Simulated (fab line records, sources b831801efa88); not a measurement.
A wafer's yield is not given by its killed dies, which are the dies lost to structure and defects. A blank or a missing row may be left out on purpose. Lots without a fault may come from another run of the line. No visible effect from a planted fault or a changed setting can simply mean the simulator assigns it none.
fab line records + flow sky130
record:
- lots: 10
- wafers: 30
- last-day: 50
route steps=708 shown POLY_GATE@228 POLY_CUT@318 METAL1@437 METAL4@634
lots that met no fault: from a run of the same line without faults
start-h: hours from the record's opening day to when the first of the lot's shown wafers began + wait-h: hours from the lot's prior step to this one + " the same as in the row above + L1.1+2: a single row standing in for several wafers + - no value, or no start given + * or withheld: withheld + < > ~ a bound
route shown NAME@n: NAME is a module with steps in the file, n the number in the route of the first one + usual: mean/standard deviation taken from wafers without a fault + same: alike in all rows + chamber/n: place in a boat + sites: the reading at each site + _std_site: the standard deviation of these + _edge_site: mean of outer sites minus mean of inner sites + radius-mm: how far each site lies from the wafer's centre + mask NAME#n: copy n + behind: the tool/chamber that last shaped the wafer + hold: reason for holding the lot/hours on hold/outcome of the hold + device: whichever transistor did not switch (one of n, p or np) + end of line: the same wafers' tests at the end of the route + a step without rows: its recipe alone + killed: dies lost to structure and defects at the first sort, not the wafer's yield + map: dies across one wafer; x = killed, . = not, _ = none there
set.NAME: the setting as run; set.NAME@STEP: as run at that earlier step + model.NAME: the simulator's own value behind a step, which no gauge read
route steps across a sampled set of lots; one table per step, one row per wafer
services: from which hour (start-h, from the record's first day; less than 0 if before it) a tool's chamber was out of use, for how many hours, and why
== steps ==
step: SKY_POLY_GATE_OVL_MEAS_14
usual:
- POLY_GATE_OVL: 3/6.4
| lot.wafer | tool       | chamber | start-h | wait-h | POLY_GATE_OVL[nm] |
|-----------|------------|---------|---------|--------|-------------------|
| L698.1    | overlay-01 | -       | 379.09  | 0.1    | 0                 |
| L698.4    | "          | -       | "       | "      | -11               |
| L698.5    | "          | -       | "       | "      | -4                |
| L699.1    | overlay-01 | -       | 380.09  | 0.1    | 12                |
| L699.5    | "          | -       | "       | "      | 9                 |
| L699.6    | "          | -       | "       | "      | 9                 |
| L701.2    | overlay-01 | -       | 402.34  | 0.1    | -2                |
| L701.4    | "          | -       | "       | "      | -8                |
| L701.5    | "          | -       | "       | "      | -2                |
| L710.1    | overlay-02 | -       | 486.40  | 0.1    | 9                 |
| L710.3    | "          | -       | "       | "      | 16                |
| L710.6    | "          | -       | "       | "      | 17                |
| L713.1    | overlay-02 | -       | 514.19  | 0.1    | -4                |
| L713.2    | "          | -       | "       | "      | -1                |
| L713.5    | "          | -       | "       | "      | 2                 |
| L714.1    | overlay-01 | -       | 523.40  | 0.1    | 4                 |
| L714.4    | "          | -       | "       | "      | 1                 |
| L714.6    | "          | -       | "       | "      | 3                 |
| L716.2    | overlay-01 | -       | 533.51  | 0.1    | -3                |
| L716.4    | "          | -       | "       | "      | -2                |
| L716.5    | "          | -       | "       | "      | 14                |
| L717.1    | overlay-01 | -       | 547.69  | 0.1    | 5                 |
| L717.3    | "          | -       | "       | "      | 9                 |
| L717.4    | "          | -       | "       | "      | 10                |
| L718.4    | overlay-01 | -       | 554.31  | 0.1    | 3                 |
| L718.5    | "          | -       | "       | "      | 1                 |
| L718.6    | "          | -       | "       | "      | 0                 |
| L719.1    | overlay-01 | -       | 562.27  | 0.1    | -5                |
| L719.4    | "          | -       | "       | "      | 4                 |
| L719.6    | "          | -       | "       | "      | 9                 |
step: SKY_POLY_CUT_ETCH_11
recipe:
- target: Si3N4
- chemistry: CF4/CH2F2/Ar
- stop-on: poly-Si
- source-w: 600
- bias-w: 150
- pressure-mtorr: 40
- cf4-flow-sccm: 40
- ch2f2-flow-sccm: 20
- Ar_flow_sccm: 150
- time-s: 42.5
- target-depth-a: 600
usual:
- drypump-motor-current-A: 6.0/0.51
- oes-product-au: 0.828/0.0055
- throttle-valve-pct: 14.994/0.0082
| lot.wafer | tool        | chamber | start-h | wait-h | drypump-motor-current-A | oes-product-au | rf-hours-counter-h | throttle-valve-pct |
|-----------|-------------|---------|---------|--------|-------------------------|----------------|--------------------|--------------------|
| L699.1    | rie-diel-01 | 0       | 571.36  | 0.0    | 6.2                     | 0.818          | 19                 | 15.015             |
| L699.5    | "           | 2       | "       | "      | 6.2                     | 0.834          | -                  | 15.018             |
| L699.6    | "           | 3       | "       | "      | 6.4                     | 0.839          | -                  | 14.994             |
| L698.1    | rie-diel-03 | 3       | 571.69  | 0.0    | 5.8                     | 0.823          | 43                 | 14.986             |
| L698.4    | "           | 2       | "       | "      | 5.9                     | 0.827          | 53                 | 15.000             |
| L698.5    | "           | 3       | "       | "      | 5.9                     | 0.831          | -                  | 14.999             |
| L701.2    | rie-diel-03 | 2       | 589.33  | 0.0    | 6.0                     | 0.822          | 53                 | 14.991             |
| L701.4    | "           | 1       | "       | "      | 5.6                     | 0.822          | 6                  | 14.993             |
| L701.5    | "           | 2       | "       | "      | 5.9                     | 0.829          | -                  | 14.994             |
| L710.1    | rie-diel-03 | 1       | 669.09  | 0.0    | 5.7                     | 0.829          | 8                  | 14.992             |
| L710.3    | "           | 3       | "       | "      | 5.9                     | 0.833          | 45                 | 14.998             |
| L710.6    | "           | 2       | "       | "      | 6.0                     | 0.831          | -                  | 14.998             |
| L713.1    | rie-diel-01 | 0       | 693.71  | 0.0    | 6.2                     | 0.833          | 21                 | 15.004             |
| L713.2    | "           | 1       | "       | "      | 5.4                     | 0.834          | 8                  | 14.978             |
| L713.5    | "           | 2       | "       | "      | 6.2                     | 0.840          | -                  | 15.006             |
| L714.1    | rie-diel-03 | 0       | 702.29  | 0.0    | 4.8                     | 0.820          | 21                 | 14.988             |
| L714.4    | "           | 3       | "       | "      | 5.9                     | 0.821          | 46                 | 14.986             |
| L714.6    | "           | 3       | "       | "      | 5.9                     | 0.827          | -                  | 14.984             |
| L716.2    | rie-diel-03 | 3       | 711.81  | 0.0    | 5.9                     | 0.824          | 46                 | 14.993             |
| L716.4    | "           | 0       | "       | "      | 4.8                     | 0.830          | -                  | 14.992             |
| L716.5    | "           | 3       | "       | "      | 5.9                     | 0.840          | -                  | 14.989             |
| L717.1    | rie-diel-03 | 2       | 725.04  | 0.0    | 5.9                     | 0.823          | 0                  | 15.000             |
| L717.3    | "           | 1       | "       | "      | 5.7                     | 0.836          | 9                  | 15.002             |
| L717.4    | "           | 3       | "       | "      | 5.8                     | 0.833          | 47                 | 14.990             |
| L718.4    | rie-diel-01 | 2       | 731.24  | 0.0    | 6.2                     | 0.827          | 4                  | 14.986             |
| L718.5    | "           | 2       | "       | "      | 6.2                     | 0.826          | -                  | 14.993             |
| L718.6    | "           | 3       | "       | "      | 6.4                     | 0.828          | -                  | 14.988             |
| L719.1    | rie-diel-01 | 1       | 740.66  | 0.0    | 5.3                     | 0.835          | 9                  | 15.000             |
| L719.4    | "           | 0       | "       | "      | 6.2                     | 0.831          | 22                 | 14.996             |
| L719.6    | "           | 0       | "       | "      | 6.2                     | 0.829          | -                  | 14.981             |
step: SKY_METAL1_SPUTTER_03
recipe:
- material: Ti
- target-thk-nm: 5
- power-w: 3000
- time-s: 3.3
- chamber-pressure-pa: 0.4
usual:
- cathode-dc-power-W: 3000.0/0.49
- throttle-valve-pct: 30.1/0.92
| lot.wafer | tool           | chamber | start-h | wait-h | cathode-dc-power-W | throttle-valve-pct |
|-----------|----------------|---------|---------|--------|--------------------|--------------------|
| L699.1    | pvd-sputter-02 | -       | 749.02  | 0.0    | 2999.7             | 30.7               |
| L699.5    | "              | -       | "       | "      | 3000.5             | 30.9               |
| L699.6    | "              | -       | "       | "      | 3000.6             | 31.5               |
| L698.1    | pvd-sputter-04 | -       | 749.62  | 0.0    | 3000.0             | 29.2               |
| L698.4    | "              | -       | "       | "      | 2999.8             | 30.4               |
| L698.5    | "              | -       | "       | "      | 3001.1             | 30.7               |
| L701.2    | pvd-sputter-03 | -       | 762.49  | 0.0    | 3000.7             | 30.0               |
| L701.4    | "              | -       | "       | "      | 3000.1             | 28.9               |
| L701.5    | "              | -       | "       | "      | 3000.1             | 31.4               |
| L710.1    | pvd-sputter-02 | -       | 838.33  | 0.0    | 2999.8             | 30.1               |
| L710.3    | "              | -       | "       | "      | 2999.4             | 30.9               |
| L710.6    | "              | -       | "       | "      | 3000.0             | 29.0               |
| L713.1    | pvd-sputter-02 | -       | 862.59  | 0.0    | 2999.3             | 31.1               |
| L713.2    | "              | -       | "       | "      | 2999.6             | 31.7               |
| L713.5    | "              | -       | "       | "      | 3000.1             | 31.3               |
| L714.1    | pvd-sputter-04 | -       | 869.46  | 0.0    | 3000.0             | 29.2               |
| L714.4    | "              | -       | "       | "      | 3000.6             | 28.8               |
| L714.6    | "              | -       | "       | "      | 3000.0             | 29.3               |
| L716.2    | pvd-sputter-04 | -       | 879.94  | 0.0    | 3000.2             | 29.6               |
| L716.4    | "              | -       | "       | "      | 3000.4             | 28.9               |
| L716.5    | "              | -       | "       | "      | 3000.1             | 30.2               |
| L717.1    | pvd-sputter-04 | -       | 891.12  | 0.0    | 2999.8             | 29.6               |
| L717.3    | "              | -       | "       | "      | 2999.0             | 28.6               |
| L717.4    | "              | -       | "       | "      | 3000.7             | 29.0               |
| L718.4    | pvd-sputter-03 | -       | 897.78  | 0.0    | 2999.5             | 30.2               |
| L718.5    | "              | -       | "       | "      | 2999.3             | 30.1               |
| L718.6    | "              | -       | "       | "      | 3001.4             | 31.5               |
| L719.1    | pvd-sputter-02 | -       | 906.00  | 0.0    | 3000.6             | 29.9               |
| L719.4    | "              | -       | "       | "      | 3000.4             | 29.0               |
| L719.6    | "              | -       | "       | "      | 2999.7             | 29.1               |
step: SKY_METAL4_METAL_ETCH_18
recipe:
- target-depth-a: 8450
- stop-on: SiO2
- over-etch-frac: 0.3
- time-s: 183.1
- chemistry: Cl2/BCl3
- resist-sidewall-deg: 88
- pressure-mtorr: 10
- icp-w: 900
- bias-w: 48.5
- Cl2_flow_sccm: 60
- bcl3-flow-sccm: 30
usual:
- drypump-motor-current-A: 5.7/0.51
- oes-product-au: 0.865/0.0057
- over-etch-frac: 0.3/0
- throttle-valve-pct: 22.264/0.0089
| lot.wafer | tool         | chamber | start-h | wait-h | drypump-motor-current-A | oes-product-au | over-etch-frac | rf-hours-counter-h | throttle-valve-pct |
|-----------|--------------|---------|---------|--------|-------------------------|----------------|----------------|--------------------|--------------------|
| L699.1    | rie-metal-02 | 0       | 988.82  | 0.0    | 5.1                     | 0.866          | 0.3            | 11                 | 22.263             |
| L699.5    | "            | 0       | "       | "      | 5.1                     | 0.868          | 0.3            | -                  | 22.250             |
| L699.6    | "            | 1       | "       | "      | 5.4                     | 0.878          | 0.3            | -                  | 22.259             |
| L698.1    | rie-metal-02 | 1       | 991.40  | 0.0    | 5.4                     | 0.909          | 0.20237        | 6                  | 22.258             |
| L698.4    | "            | 1       | "       | "      | 5.4                     | 0.909          | 0.20237        | -                  | 22.263             |
| L698.5    | "            | 1       | "       | "      | 5.4                     | 0.909          | 0.20237        | -                  | 22.274             |
| L701.2    | rie-metal-02 | 1       | 1004.08 | 0.0    | 5.4                     | 0.903          | 0.20237        | 7                  | 22.279             |
| L701.4    | "            | 1       | "       | "      | 5.4                     | 0.911          | 0.20237        | -                  | 22.261             |
| L701.5    | "            | 1       | "       | "      | 5.4                     | 0.905          | 0.20237        | -                  | 22.265             |
| L710.1    | rie-metal-01 | 0       | 1065.56 | 0.0    | 5.7                     | 0.863          | 0.3            | 17                 | 22.264             |
| L710.3    | "            | 1       | "       | "      | 6.5                     | 0.858          | 0.3            | -                  | 22.267             |
| L710.6    | "            | 0       | "       | "      | 5.7                     | 0.859          | 0.3            | -                  | 22.258             |
| L713.1    | rie-metal-01 | 1       | 1086.48 | 0.0    | 6.5                     | 0.865          | 0.3            | 12                 | 22.275             |
| L713.2    | "            | 0       | "       | "      | 5.7                     | 0.862          | 0.3            | 19                 | 22.260             |
| L713.5    | "            | 0       | "       | "      | 5.7                     | 0.870          | 0.3            | -                  | 22.292             |
| L714.1    | rie-metal-04 | 0       | 1091.42 | 0.0    | 6.1                     | 0.869          | 0.3            | 22                 | 22.271             |
| L714.4    | "            | 0       | "       | "      | 6.2                     | 0.866          | 0.3            | -                  | 22.258             |
| L714.6    | "            | 0       | "       | "      | 6.2                     | 0.860          | 0.3            | -                  | 22.267             |
| L716.2    | rie-metal-04 | 0       | 1100.22 | 0.0    | 6.1                     | 0.859          | 0.3            | 23                 | 22.274             |
| L716.4    | "            | 1       | "       | "      | 5.3                     | 0.859          | 0.3            | -                  | 22.261             |
| L716.5    | "            | 0       | "       | "      | 6.2                     | 0.855          | 0.3            | -                  | 22.270             |
| L717.1    | rie-metal-02 | 1       | 1108.38 | 0.0    | 5.4                     | 0.858          | 0.3            | 13                 | 22.252             |
| L717.3    | "            | 0       | "       | "      | 5.1                     | 0.859          | 0.3            | -                  | 22.258             |
| L717.4    | "            | 1       | "       | "      | 5.5                     | 0.862          | 0.3            | -                  | 22.269             |
| L718.4    | rie-metal-02 | 1       | 1114.86 | 0.1    | 5.4                     | 0.864          | 0.3            | -                  | 22.266             |
| L718.5    | "            | 0       | "       | "      | 5.0                     | 0.871          | 0.3            | -                  | 22.272             |
| L718.6    | "            | 1       | "       | "      | 5.4                     | 0.872          | 0.3            | -                  | 22.253             |
| L719.1    | rie-metal-02 | 1       | 1120.18 | 0.0    | 5.4                     | 0.867          | 0.3            | 14                 | 22.239             |
| L719.4    | "            | 0       | "       | "      | 5.1                     | 0.865          | 0.3            | -                  | 22.250             |
| L719.6    | "            | 1       | "       | "      | 5.4                     | 0.866          | 0.3            | -                  | 22.269             |
step: SKY_METAL4_STRIP_19
recipe:
- chemistry: O2/N2
- power-w: 1400
- pressure-mtorr: 1500
- platen-temp-c: withheld
- o2-flow-sccm: 3000
- n2-flow-sccm: 300
- overash-fraction: 0.5
usual:
- drypump-motor-current-A: 5.7/0.51
- oes-product-au: 0.504/0.0054
- strip-time-to-endpoint-s: 6.57/0.073
| lot.wafer | tool            | chamber | start-h | wait-h | drypump-motor-current-A | oes-product-au | rf-hours-counter-h | strip-time-to-endpoint-s |
|-----------|-----------------|---------|---------|--------|-------------------------|----------------|--------------------|--------------------------|
| L699.1    | plasma-asher-02 | 1       | 989.00  | 0.1    | 5.4                     | 0.508          | 25                 | 6.65                     |
| L699.5    | "               | 1       | "       | "      | 5.4                     | 0.504          | -                  | 6.61                     |
| L699.6    | "               | 0       | "       | "      | 5.6                     | 0.496          | -                  | 6.60                     |
| L698.1    | plasma-asher-04 | 1       | 991.58  | 0.1    | 5.3                     | 0.515          | 117                | 6.98                     |
| L698.4    | "               | 0       | "       | "      | 5.0                     | 0.524          | -                  | 6.97                     |
| L698.5    | "               | 0       | "       | "      | 5.0                     | 0.525          | -                  | 6.98                     |
| L701.2    | plasma-asher-02 | 0       | 1004.25 | 0.1    | 5.6                     | 0.529          | 27                 | 7.00                     |
| L701.4    | "               | 1       | "       | "      | 5.4                     | 0.520          | -                  | 7.01                     |
| L701.5    | "               | 1       | "       | "      | 5.4                     | 0.523          | -                  | 6.96                     |
| L710.1    | plasma-asher-04 | 0       | 1065.74 | 0.1    | 5.0                     | 0.498          | 0                  | 6.53                     |
| L710.3    | "               | 0       | "       | "      | 5.0                     | 0.511          | -                  | 6.73                     |
| L710.6    | "               | 1       | "       | "      | 5.3                     | 0.506          | -                  | 6.56                     |
| L713.1    | plasma-asher-03 | 1       | 1086.66 | 0.1    | 5.9                     | 0.508          | 92                 | 6.66                     |
| L713.2    | "               | 0       | "       | "      | 6.7                     | 0.501          | 92                 | 6.51                     |
| L713.5    | "               | 1       | "       | "      | 5.9                     | 0.498          | -                  | 6.55                     |
| L714.1    | plasma-asher-03 | 0       | 1091.60 | 0.1    | 6.6                     | 0.497          | 93                 | 6.41                     |
| L714.4    | "               | 1       | "       | "      | 5.9                     | 0.495          | -                  | 6.42                     |
| L714.6    | "               | 0       | "       | "      | 6.7                     | 0.500          | -                  | 6.39                     |
| L716.2    | plasma-asher-02 | 1       | 1100.40 | 0.1    | 5.4                     | 0.499          | 37                 | 6.51                     |
| L716.4    | "               | 1       | "       | "      | 5.4                     | 0.510          | -                  | 6.58                     |
| L716.5    | "               | 0       | "       | "      | 5.6                     | 0.500          | -                  | 6.56                     |
| L717.1    | plasma-asher-02 | 1       | 1108.56 | 0.1    | 5.4                     | 0.508          | 37                 | 6.60                     |
| L717.3    | "               | 0       | "       | "      | 5.6                     | 0.503          | -                  | 6.54                     |
| L717.4    | "               | 1       | "       | "      | 5.4                     | 0.503          | -                  | 6.58                     |
| L718.4    | plasma-asher-03 | 0       | 1115.02 | 0.1    | 6.7                     | 0.511          | -                  | 6.62                     |
| L718.5    | "               | 1       | "       | "      | 5.9                     | 0.498          | -                  | 6.64                     |
| L718.6    | "               | 0       | "       | "      | 6.7                     | 0.511          | -                  | 6.64                     |
| L719.1    | plasma-asher-03 | 1       | 1120.36 | 0.1    | 5.9                     | 0.511          | 95                 | 6.62                     |
| L719.4    | "               | 0       | "       | "      | 6.7                     | 0.508          | -                  | 6.57                     |
| L719.6    | "               | 1       | "       | "      | 5.9                     | 0.503          | -                  | 6.59                     |
== services ==
| tool            | chamber | start-h | hours | kind   |
|-----------------|---------|---------|-------|--------|
| plasma-asher-03 | -       | 553.36  | 14.6  | pm     |
| pvd-sputter-04  | -       | 561.61  | 19.9  | repair |
| plasma-asher-02 | -       | 563.16  | 2.7   | repair |
| pvd-sputter-02  | -       | 577.61  | 6.7   | repair |
| rie-diel-01     | 1       | 579.00  | 3.6   | repair |
| rie-metal-02    | -       | 580.55  | 1.4   | pm     |
| rie-diel-03     | 3       | 593.99  | 9.1   | repair |
| plasma-asher-03 | -       | 606.37  | 0.7   | repair |
| pvd-sputter-04  | -       | 608.15  | 0.7   | repair |
| rie-diel-01     | 2       | 648.66  | 9.3   | repair |
| pvd-sputter-02  | -       | 662.07  | 2.8   | repair |
| pvd-sputter-02  | -       | 687.60  | 7.4   | repair |
| rie-diel-03     | 3       | 692.93  | 1.7   | repair |
| rie-diel-03     | 3       | 750.63  | 8.4   | repair |
| rie-metal-02    | -       | 786.34  | 2.5   | repair |
| rie-metal-02    | -       | 791.23  | 1.2   | repair |
| rie-diel-03     | -       | 867.89  | 2.8   | pm     |
| rie-diel-03     | 3       | 879.13  | 7.8   | repair |
| rie-diel-03     | 2       | 881.40  | 19.5  | repair |
| rie-diel-03     | 1       | 927.38  | 10.7  | repair |
| rie-diel-03     | -       | 979.83  | 14.6  | pm     |
| rie-diel-03     | 1       | 1001.26 | 4.1   | repair |
| rie-diel-03     | 0       | 1032.71 | 12.4  | repair |
| rie-diel-03     | -       | 1085.92 | 0.2   | repair |
== key ==
first-sign:
- step: SKY_METAL4_METAL_ETCH_18
- reading: over-etch-frac
- direction: down
- sigmas: 99+
- usual: 0.3
- struck: 0.20237
effect:
- step: SKY_METAL4_METAL_ETCH_18
- reading: oes-product-au
- direction: up
- sigmas: 7.6
- usual: 0.865
- struck: 0.908
effect:
- step: SKY_METAL4_STRIP_19
- reading: strip-time-to-endpoint-s
- direction: up
- sigmas: 5.7
- usual: *
- struck: *
met-at SKY_METAL4_METAL_ETCH_18
struck-lots L698,L701
struck-wafers L698.1,L698.4,L698.5,L701.2,L701.4,L701.5
not-acting-at SKY_POLY_GATE_OVL_MEAS_14,SKY_POLY_CUT_ETCH_11,SKY_METAL1_SPUTTER_03
onset-between 988.82 991.40
fault:
- kind: process-parameter-drift
- tool: rie-metal-02
- chamber: 1
- onset-h: 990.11
- steps: SKY_METAL4_METAL_ETCH_18
- channel: over-etch-frac
- offset: -0.097629
- shape: step
- end-h: 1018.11
- acts-in: these-recipes-only
- stated: 0.3
